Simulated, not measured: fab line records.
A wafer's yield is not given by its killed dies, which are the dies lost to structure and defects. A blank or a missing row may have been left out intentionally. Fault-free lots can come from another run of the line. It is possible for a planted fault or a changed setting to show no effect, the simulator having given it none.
The tool behind it: which one?    flow gf180mcu    24 lots, 72 wafers sampled, at 5 steps of a route of 602

WHAT EACH GAUGE READ, for each wafer
GF_V3_CD_MEAS_14: target cd 260 nm.
lot   measured      on         cd nm (nm)
L074  day 22 09:40  cd sem-02  259.8 259.0 258.1
L075  day 22 18:40  cd sem-02  259.3 259.1 259.7
L076  day 22 23:21  cd sem-02  261.1 260.1 261.3
L077  day 23 11:43  cd sem-01  261.8 262.5 262.4
L078  day 23 16:43  cd sem-01  261.1 260.3 261.1
L079  day 24 03:37  cd sem-01  258.2 258.2 258.5
L080  day 24 17:25  cd sem-02  260.6 261.3 260.5
L081  day 24 21:21  cd sem-02  257.9 258.0 258.1
L082  day 25 06:06  cd sem-02  259.2 259.7 259.2
L083  day 25 12:26  cd sem-01  260.5 260.6 260.2
L084  day 26 00:05  cd sem-01  261.9 263.3 262.1
L085  day 26 05:46  cd sem-01  259.8 259.3 259.4
L086  day 26 17:34  cd sem-02  260.8 260.6 261.5
L087  day 27 05:17  cd sem-01  260.2 259.6 260.0
L088  day 27 15:08  cd sem-01  258.2 258.3 258.2
L089  day 27 19:04  cd sem-01  261.6 260.5 261.6
L090  day 27 23:46  cd sem-02  259.6 258.9 258.5
L091  day 28 02:58  cd sem-02  262.4 261.4 261.8
L092  day 28 14:07  cd sem-02  261.6 261.7 261.2
L093  day 28 17:24  cd sem-01  262.3 262.0 262.3
L094  day 29 01:58  cd sem-01  257.6 258.4 258.1
L095  day 29 05:40  cd sem-01  262.3 260.7 262.2
L096  day 29 06:29  cd sem-01  260.8 260.7 260.8
L097  day 29 16:32  cd sem-02  258.7 257.2 259.0

GF_MIM_RS_MEAS_10: uses a four-point probe to measure.
lot   measured      on             MIM_ALCU_RS (ohm/sq)
L074  day 24 12:23  film metro-04  0.1604 0.1592 0.1598
L075  day 24 20:34  film metro-01  0.1572 0.1568 0.1575
L076  day 25 00:59  film metro-02  0.1615 0.1611 0.1598
L077  day 25 12:23  film metro-01  0.1578 0.1568 0.1572
L078  day 25 17:56  film metro-02  0.1586 0.1589 0.1573
L079  day 26 04:13  film metro-04  0.1641 0.1634 0.1630
L080  day 26 17:24  film metro-02  0.1605 0.1612 0.1593
L081  day 26 20:55  film metro-01  0.1611 0.1615 0.1626
L082  day 27 05:00  film metro-01  0.1595 0.1599 0.1585
L083  day 27 11:34  film metro-01  0.1617 0.1608 0.1595
L084  day 27 22:12  film metro-04  0.1602 0.1614 0.1605
L085  day 28 03:48  film metro-01  0.1611 0.1592 0.1596
L086  day 28 14:56  film metro-04  0.1583 0.1588 0.1596
L087  day 29 02:11  film metro-04  0.1590 0.1598 0.1596
L088  day 29 12:02  film metro-04  0.1615 0.1616 0.1611
L089  day 29 14:37  film metro-02  0.1598 0.1597 0.1609
L090  day 29 19:22  film metro-02  0.1621 0.1630 0.1637
L091  day 29 22:44  film metro-01  0.1608 0.1603 0.1619
L092  day 30 09:05  film metro-01  0.1610 0.1625 0.1615
L093  day 30 12:04  film metro-04  0.1620 0.1625 0.1617
L094  day 30 19:12  film metro-01  0.1606 0.1600 0.1611
L095  day 30 23:34  film metro-04  0.1577 0.1601 0.1592
L096  day 31 00:25  film metro-01  0.1601 0.1601 0.1609
L097  day 31 10:09  film metro-04  0.1575 0.1584 0.1576

EACH LOT AND THE TOOL THAT RAN IT (in order: tool; ch and the chambers of the sampled wafers; start)
lot   GF_MIM_SPUTTER_00             GF_MIM_SPUTTER_02             GF_MIM_SPUTTER_03
L074  pvd sputter-02, day 24 11:58  pvd sputter-02, day 24 12:05  pvd sputter-02, day 24 12:07
L075  pvd sputter-02, day 24 20:08  pvd sputter-02, day 24 20:16  pvd sputter-02, day 24 20:17
L076  pvd sputter-03, day 25 00:35  pvd sputter-03, day 25 00:43  pvd sputter-03, day 25 00:44
L077  pvd sputter-04, day 25 11:58  pvd sputter-04, day 25 12:06  pvd sputter-04, day 25 12:08
L078  pvd sputter-03, day 25 17:30  pvd sputter-03, day 25 17:38  pvd sputter-03, day 25 17:40
L079  pvd sputter-02, day 26 03:48  pvd sputter-02, day 26 03:56  pvd sputter-02, day 26 03:58
L080  pvd sputter-04, day 26 16:58  pvd sputter-04, day 26 17:06  pvd sputter-04, day 26 17:08
L081  pvd sputter-02, day 26 20:30  pvd sputter-02, day 26 20:38  pvd sputter-02, day 26 20:40
L082  pvd sputter-04, day 27 04:35  pvd sputter-04, day 27 04:43  pvd sputter-04, day 27 04:44
L083  pvd sputter-04, day 27 11:08  pvd sputter-04, day 27 11:16  pvd sputter-04, day 27 11:18
L084  pvd sputter-02, day 27 21:45  pvd sputter-02, day 27 21:53  pvd sputter-02, day 27 21:55
L085  pvd sputter-03, day 28 03:22  pvd sputter-03, day 28 03:30  pvd sputter-03, day 28 03:32
L086  pvd sputter-04, day 28 14:31  pvd sputter-04, day 28 14:38  pvd sputter-04, day 28 14:40
L087  pvd sputter-02, day 29 01:45  pvd sputter-02, day 29 01:53  pvd sputter-02, day 29 01:55
L088  pvd sputter-03, day 29 11:36  pvd sputter-03, day 29 11:44  pvd sputter-03, day 29 11:46
L089  pvd sputter-04, day 29 14:11  pvd sputter-04, day 29 14:19  pvd sputter-04, day 29 14:21
L090  pvd sputter-04, day 29 18:56  pvd sputter-04, day 29 19:04  pvd sputter-04, day 29 19:06
L091  pvd sputter-02, day 29 22:18  pvd sputter-02, day 29 22:26  pvd sputter-02, day 29 22:28
L092  pvd sputter-04, day 30 08:40  pvd sputter-04, day 30 08:47  pvd sputter-04, day 30 08:49
L093  pvd sputter-03, day 30 11:37  pvd sputter-03, day 30 11:45  pvd sputter-03, day 30 11:47
L094  pvd sputter-04, day 30 18:46  pvd sputter-04, day 30 18:54  pvd sputter-04, day 30 18:56
L095  pvd sputter-02, day 30 23:08  pvd sputter-02, day 30 23:16  pvd sputter-02, day 30 23:18
L096  pvd sputter-02, day 31 00:00  pvd sputter-02, day 31 00:08  pvd sputter-02, day 31 00:10
L097  pvd sputter-04, day 31 09:44  pvd sputter-04, day 31 09:52  pvd sputter-04, day 31 09:54
- GF_MIM_SPUTTER_00: material Ti, target thk 37.5 nm, time 150 s.
- GF_MIM_SPUTTER_02: material AlCu, target thk 450 nm, time 23.9 s.
- GF_MIM_SPUTTER_03: material Ti, target thk 10 nm, time 6.7 s.

WHAT THE TOOLS THEMSELVES READ (means of the sampled wafers that have a number; where no wafer has one, the mark that the record gives instead)
GF_MIM_SPUTTER_00.
lot   tool            throttle valve pct (%)
L074  pvd sputter-02  30.8
L075  pvd sputter-02  30.3
L076  pvd sputter-03  30.4
L077  pvd sputter-04  30.1
L078  pvd sputter-03  30.5
L079  pvd sputter-02  31.5
L080  pvd sputter-04  29.4
L081  pvd sputter-02  30.1
L082  pvd sputter-04  30.1
L083  pvd sputter-04  29.6
L084  pvd sputter-02  31.0
L085  pvd sputter-03  30.5
L086  pvd sputter-04  29.4
L087  pvd sputter-02  31.1
L088  pvd sputter-03  30.7
L089  pvd sputter-04  29.0
L090  pvd sputter-04  29.8
L091  pvd sputter-02  30.1
L092  pvd sputter-04  29.7
L093  pvd sputter-03  30.8
L094  pvd sputter-04  29.8
L095  pvd sputter-02  30.8
L096  pvd sputter-02  30.9
L097  pvd sputter-04  29.6

GF_MIM_SPUTTER_02.
lot   tool            throttle valve pct (%)
L074  pvd sputter-02  30.7
L075  pvd sputter-02  30.1
L076  pvd sputter-03  30.6
L077  pvd sputter-04  30.3
L078  pvd sputter-03  30.7
L079  pvd sputter-02  31.5
L080  pvd sputter-04  29.4
L081  pvd sputter-02  30.1
L082  pvd sputter-04  30.0
L083  pvd sputter-04  29.5
L084  pvd sputter-02  31.0
L085  pvd sputter-03  30.5
L086  pvd sputter-04  29.7
L087  pvd sputter-02  31.0
L088  pvd sputter-03  30.8
L089  pvd sputter-04  29.2
L090  pvd sputter-04  29.9
L091  pvd sputter-02  30.3
L092  pvd sputter-04  29.6
L093  pvd sputter-03  30.8
L094  pvd sputter-04  29.9
L095  pvd sputter-02  30.8
L096  pvd sputter-02  31.1
L097  pvd sputter-04  29.5

GF_MIM_SPUTTER_03.
lot   tool            throttle valve pct (%)
L074  pvd sputter-02  30.8
L075  pvd sputter-02  30.2
L076  pvd sputter-03  30.5
L077  pvd sputter-04  30.3
L078  pvd sputter-03  30.4
L079  pvd sputter-02  31.6
L080  pvd sputter-04  29.2
L081  pvd sputter-02  30.2
L082  pvd sputter-04  30.0
L083  pvd sputter-04  29.6
L084  pvd sputter-02  31.0
L085  pvd sputter-03  30.6
L086  pvd sputter-04  29.5
L087  pvd sputter-02  31.0
L088  pvd sputter-03  30.8
L089  pvd sputter-04  29.1
L090  pvd sputter-04  29.7
L091  pvd sputter-02  30.1
L092  pvd sputter-04  29.5
L093  pvd sputter-03  30.6
L094  pvd sputter-04  29.8
L095  pvd sputter-02  30.7
L096  pvd sputter-02  31.1
L097  pvd sputter-04  29.5

THE ANSWER, worked out from the rows above alone
Rule: the usual values come from the lots themselves. Put in order of their means at a reading, lots are off if they are a third of the lots or fewer, leave a main group of 4 or more, and stand apart from it by a gap of 3 or more times the standard deviation of the main group's means; of several such gaps the widest counts. Not used: any main group whose means are identical at the precision the tables above print for the reading. A lot without any number at a reading at which 4 lots or more have one is off too. Where the step has rows for the other lots, those lots are counted as sound. Order of review: gauges by route order, followed by the tools' own readings, for which a lot's mean as printed above is used. The first step at which some lot is off is used, and at that step the reading that is off furthest; a lot without a number counts as furthest.
No lot is off at any reading shown: from this, nothing can be told.

WHAT THE SIMULATOR HAD PUT IN
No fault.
